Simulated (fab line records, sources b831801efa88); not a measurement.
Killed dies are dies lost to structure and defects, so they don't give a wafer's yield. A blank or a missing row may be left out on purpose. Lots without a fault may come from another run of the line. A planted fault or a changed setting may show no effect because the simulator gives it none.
Which tool did it? | flow gf180mcu | 14 lots, 42 wafers sampled, at 7 steps of a route of 602

WHAT THE GAUGES READ, wafer by wafer
GF_HV_LDD_OVL_MEAS_08.
lot  | measured     | on         | HV_LDD_OVL (nm)
L136 | day 10 06:22 | overlay-02 | 0.6 2.4 0.7
L137 | day 10 11:59 | overlay-01 | 0.0 -0.4 -0.3
L139 | day 10 22:40 | overlay-02 | 3.0 3.5 3.2
L140 | day 11 03:32 | overlay-01 | 0.9 1.7 3.1
L141 | day 11 10:58 | overlay-02 | 1.9 2.0 1.2
L142 | day 11 16:05 | overlay-01 | 0.9 -0.1 -0.2
L143 | day 12 04:20 | overlay-01 | 2.6 1.4 2.4
L144 | day 12 14:08 | overlay-02 | -0.2 2.6 1.6
L147 | day 13 10:57 | overlay-01 | -0.6 -0.9 -0.8
L148 | day 13 21:35 | overlay-01 | 0.7 0.7 0.8
L149 | day 14 09:08 | overlay-02 | 1.9 4.2 1.2
L150 | day 14 13:20 | overlay-02 | 1.1 -1.7 0.7
L158 | day 16 18:56 | overlay-02 | 1.4 1.6 0.9
L159 | day 17 02:21 | overlay-02 | 3.1 1.6 3.2

GF_NSD_TW_MEAS_12.
lot  | measured     | on            | NSD_TW
L136 | day 13 15:22 | film_metro-03 | 4197 4212 4193
L137 | day 13 22:12 | film_metro-01 | 4165 4197 4176
L139 | day 14 10:55 | film_metro-01 | 4193 4146 4201
L140 | day 14 14:57 | film_metro-01 | 4188 4194 4208
L141 | day 15 00:15 | film_metro-03 | 4256 4232 4260
L142 | day 15 05:02 | film_metro-04 | 4205 4216 4200
L143 | day 15 19:49 | film_metro-03 | 4244 4231 4236
L144 | day 16 06:46 | film_metro-01 | 4205 4188 4195
L147 | day 17 04:25 | film_metro-04 | 4206 4219 4205
L148 | day 17 16:15 | film_metro-04 | 2992 2975 2985
L149 | day 18 05:14 | film_metro-03 | 3010 3019 2996
L150 | day 18 11:21 | film_metro-04 | 4201 4218 4206
L158 | day 20 21:43 | film_metro-04 | 4207 4230 4216
L159 | day 21 04:26 | film_metro-01 | 4240 4227 4246

GF_PSD_RS_MEAS_14: measures by four-point-probe.
lot  | measured     | on            | NSD_RS (ohm/sq)
L136 | day 14 12:13 | film_metro-04 | 46.14 46.06 46.13
L137 | day 14 20:03 | film_metro-03 | 46.09 46.09 46.14
L139 | day 15 08:32 | film_metro-04 | 46.15 46.03 46.04
L140 | day 15 12:55 | film_metro-01 | 46.06 45.95 46.02
L141 | day 15 21:50 | film_metro-03 | 46.22 46.09 46.16
L142 | day 16 03:07 | film_metro-04 | 46.11 46.17 46.20
L143 | day 16 19:07 | film_metro-01 | 46.08 46.01 46.08
L144 | day 17 05:28 | film_metro-01 | 46.16 46.08 46.07
L147 | day 18 03:11 | film_metro-01 | 45.89 46.02 45.90
L148 | day 18 15:20 | film_metro-04 | 138.19 138.76 138.22
L149 | day 19 05:48 | film_metro-03 | 138.54 138.28 137.89
L150 | day 19 12:36 | film_metro-03 | 46.15 46.11 46.17
L158 | day 21 22:28 | film_metro-03 | 46.04 46.10 46.08
L159 | day 22 04:22 | film_metro-03 | 46.05 46.18 46.01

WHICH TOOL RAN EACH LOT (tool, then ch and the chambers of the sampled wafers, then the start)
lot  | GF_POLY_GATE_ETCH_12               | GF_NSD_IMPLANT_09               | GF_NSD_STRIP_11                      | GF_PSD_STRIP_10
L136 | rie_diel-02 ch 0,1,2, day 9 11:03  | implanter-03 ch 0, day 13 15:00 | plasma_asher-04 ch 0,1, day 13 15:17 | plasma_asher-01 ch 0,1, day 14 11:55
L137 | rie_diel-04 ch 0,1,2, day 9 17:26  | implanter-03 ch 0, day 13 21:48 | plasma_asher-04 ch 0,1, day 13 22:06 | plasma_asher-03 ch 0,1, day 14 19:45
L139 | rie_diel-04 ch 0,1,2, day 10 02:00 | implanter-04 ch 0, day 14 10:32 | plasma_asher-04 ch 0,1, day 14 10:48 | plasma_asher-01 ch 0,1, day 15 08:14
L140 | rie_diel-04 ch 0,1,3, day 10 07:55 | implanter-01 ch 0, day 14 14:33 | plasma_asher-04 ch 0,1, day 14 14:51 | plasma_asher-01 ch 0,1, day 15 12:37
L141 | rie_diel-02 ch 0,3, day 10 14:43   | implanter-04 ch 0, day 14 23:54 | plasma_asher-03 ch 0,1, day 15 00:09 | plasma_asher-01 ch 0,1, day 15 21:31
L142 | rie_diel-04 ch 0,1, day 10 19:41   | implanter-03 ch 0, day 15 04:39 | plasma_asher-03 ch 0, day 15 04:55   | plasma_asher-02 ch 0,1, day 16 02:48
L143 | rie_diel-01 ch 1,2, day 11 07:07   | implanter-03 ch 0, day 15 19:25 | plasma_asher-03 ch 0,1, day 15 19:43 | plasma_asher-02 ch 0,1, day 16 18:49
L144 | rie_diel-02 ch 0,1, day 11 14:55   | implanter-03 ch 0, day 16 06:22 | plasma_asher-03 ch 0,1, day 16 06:40 | plasma_asher-02 ch 0,1, day 17 05:11
L147 | rie_diel-01 ch 1,2, day 12 11:26   | implanter-03 ch 0, day 17 04:02 | plasma_asher-03 ch 1, day 17 04:18   | plasma_asher-02 ch 0,1, day 18 02:53
L148 | rie_diel-04 ch 1,2, day 12 21:46   | implanter-03, day 17 15:51      | plasma_asher-02 ch 0,1, day 17 16:09 | plasma_asher-01 ch 0,1, day 18 14:57
L149 | rie_diel-02 ch 1,3, day 13 10:41   | implanter-04, day 18 04:50      | plasma_asher-03 ch 0,1, day 18 05:07 | plasma_asher-01 ch 0,1, day 19 05:29
L150 | rie_diel-02 ch 0,1, day 13 14:07   | implanter-03 ch 0, day 18 10:57 | plasma_asher-03 ch 0,1, day 18 11:15 | plasma_asher-02 ch 0,1, day 19 12:18
L158 | rie_diel-02 ch 0,1,3, day 15 18:24 | implanter-01 ch 0, day 20 21:20 | plasma_asher-02 ch 0,1, day 20 21:36 | plasma_asher-01 ch 0,1, day 21 22:06
L159 | rie_diel-02 ch 1,2,3, day 16 01:00 | implanter-03 ch 0, day 21 04:04 | plasma_asher-03 ch 0,1, day 21 04:21 | plasma_asher-02 ch 0,1, day 22 04:01
- GF_POLY_GATE_ETCH_12: etches BARC in N2/H2.
- GF_NSD_IMPLANT_09
- GF_NSD_STRIP_11: strips in O2/N2.
- GF_PSD_STRIP_10: strips in O2/N2.

WHAT THE TOOLS THEMSELVES READ (means of the sampled wafers that have a number; where no wafer has one, the mark that the record gives instead)
GF_POLY_GATE_ETCH_12.
lot  | tool        | drypump_motor_current_A (A) | oes_product_au (a.u.) | throttle_valve_pct (%)
L136 | rie_diel-02 | 5.5                         | 0.736                 | 13.210
L137 | rie_diel-04 | 5.2                         | 0.740                 | 13.205
L139 | rie_diel-04 | 5.3                         | 0.736                 | 13.220
L140 | rie_diel-04 | 5.1                         | 0.735                 | 13.215
L141 | rie_diel-02 | 5.4                         | 0.734                 | 13.211
L142 | rie_diel-04 | 5.2                         | 0.734                 | 13.224
L143 | rie_diel-01 | 5.8                         | 0.734                 | 13.214
L144 | rie_diel-02 | 5.3                         | 0.733                 | 13.219
L147 | rie_diel-01 | 6.3                         | 0.735                 | 13.212
L148 | rie_diel-04 | 5.3                         | 0.728                 | 13.215
L149 | rie_diel-02 | 5.5                         | 0.736                 | 13.217
L150 | rie_diel-02 | 5.3                         | 0.738                 | 13.213
L158 | rie_diel-02 | 5.4                         | 0.737                 | 13.215
L159 | rie_diel-02 | 5.5                         | 0.735                 | 13.208

GF_NSD_IMPLANT_09.
lot  | tool         | beam_energy_keV | beam_on_s (s)
L136 | implanter-03 | 59.987          | 20.1
L137 | implanter-03 | 59.988          | 20.2
L139 | implanter-04 | 60.010          | 15.8
L140 | implanter-01 | 60.002          | 20.3
L141 | implanter-04 | 59.982          | 16.2
L142 | implanter-03 | 59.975          | 19.7
L143 | implanter-03 | 60.012          | 19.6
L144 | implanter-03 | 59.989          | 20.0
L147 | implanter-03 | 60.014          | 20.1
L148 | implanter-03 | -               | -
L149 | implanter-04 | -               | -
L150 | implanter-03 | 60.021          | 20.0
L158 | implanter-01 | 60.004          | 20.3
L159 | implanter-03 | 60.006          | 20.0

GF_NSD_STRIP_11.
lot  | tool            | drypump_motor_current_A (A) | heater_power_w (W) | oes_product_au (a.u.) | platen_temp_c (C) | strip_time_to_endpoint_s (s)
L136 | plasma_asher-04 | 5.8                         | 351                | 0.489                 | 250.12            | 22.933
L137 | plasma_asher-04 | 5.8                         | 337                | 0.482                 | 250.08            | 22.923
L139 | plasma_asher-04 | 5.8                         | 345                | 0.486                 | 250.05            | 22.974
L140 | plasma_asher-04 | 5.8                         | 334                | 0.486                 | 250.14            | 22.943
L141 | plasma_asher-03 | 5.5                         | 337                | 0.484                 | 250.03            | 22.929
L142 | plasma_asher-03 | 5.9                         | 327                | 0.485                 | 249.83            | 22.932
L143 | plasma_asher-03 | 5.5                         | 342                | 0.479                 | 250.09            | 23.007
L144 | plasma_asher-03 | 5.0                         | 351                | 0.491                 | 250.13            | 22.963
L147 | plasma_asher-03 | 4.6                         | 352                | 0.488                 | 250.09            | 22.949
L148 | plasma_asher-02 | 6.4                         | 331                | 0.706                 | 250.05            | 12.822
L149 | plasma_asher-03 | 5.5                         | 340                | 0.712                 | 250.06            | 12.797
L150 | plasma_asher-03 | 5.0                         | 352                | 0.489                 | 250.14            | 22.960
L158 | plasma_asher-02 | 6.4                         | 332                | 0.490                 | 249.87            | 22.968
L159 | plasma_asher-03 | 5.0                         | 346                | 0.485                 | 249.95            | 22.983

GF_PSD_STRIP_10.
lot  | tool            | drypump_motor_current_A (A) | heater_power_w (W) | oes_product_au (a.u.) | platen_temp_c (C) | strip_time_to_endpoint_s (s)
L136 | plasma_asher-01 | 5.5                         | 320                | 0.596                 | 249.96            | 16.51
L137 | plasma_asher-03 | 5.5                         | 338                | 0.594                 | 249.99            | 16.54
L139 | plasma_asher-01 | 5.5                         | 320                | 0.595                 | 249.81            | 16.57
L140 | plasma_asher-01 | 5.9                         | 315                | 0.593                 | 250.04            | 16.52
L141 | plasma_asher-01 | 5.9                         | 315                | 0.593                 | 250.22            | 16.57
L142 | plasma_asher-02 | 6.1                         | 351                | 0.593                 | 249.86            | 16.56
L143 | plasma_asher-02 | 6.1                         | 347                | 0.588                 | 250.14            | 16.57
L144 | plasma_asher-02 | 6.1                         | 345                | 0.594                 | 250.16            | 16.54
L147 | plasma_asher-02 | 6.1                         | 347                | 0.593                 | 249.95            | 16.49
L148 | plasma_asher-01 | 5.9                         | 313                | 0.594                 | 249.93            | 16.53
L149 | plasma_asher-01 | 5.6                         | 324                | 0.593                 | 249.78            | 16.53
L150 | plasma_asher-02 | 6.4                         | 326                | 0.591                 | 249.99            | 16.51
L158 | plasma_asher-01 | 5.9                         | 314                | 0.595                 | 250.05            | 16.54
L159 | plasma_asher-02 | 6.4                         | 332                | 0.597                 | 250.21            | 16.48

THE ANSWER, worked out from the rows above alone
Rule: what is usual is taken from the lots themselves. Put in order of their means at a reading, lots are off if they are a third of the lots or fewer, leave a main group of 4 or more, and stand apart from it by a gap of 3 or more times the standard deviation of the main group's means; of several such gaps the widest counts. A main group whose means are all the same, to the digits that the tables above print for the reading, isn't used. A lot without any number at a reading at which 4 lots or more have one is off too. The other lots that the step has rows for count as sound. The gauges are gone through in route order, then the tools' own readings, and for those a lot's mean is taken as printed above. The first step at which some lot is off is used, and at that step the reading that is off furthest; a lot without a number counts as furthest.
Off: L148, L149, at GF_NSD_TW_MEAS_12 (NSD_TW). The main group: mean 4210, standard deviation 21.
A tool fits if, at a process step before that reading, it ran every lot that is off, and no sound lot after the first of them. The gauges at GF_NSD_TW_MEAS_12 aren't tried: what is off there is off at GF_NSD_IMPLANT_09 too, on other tools, and a gauge's error can't cause that. None of those tried fits.

WHAT THE SIMULATOR HAD PUT IN
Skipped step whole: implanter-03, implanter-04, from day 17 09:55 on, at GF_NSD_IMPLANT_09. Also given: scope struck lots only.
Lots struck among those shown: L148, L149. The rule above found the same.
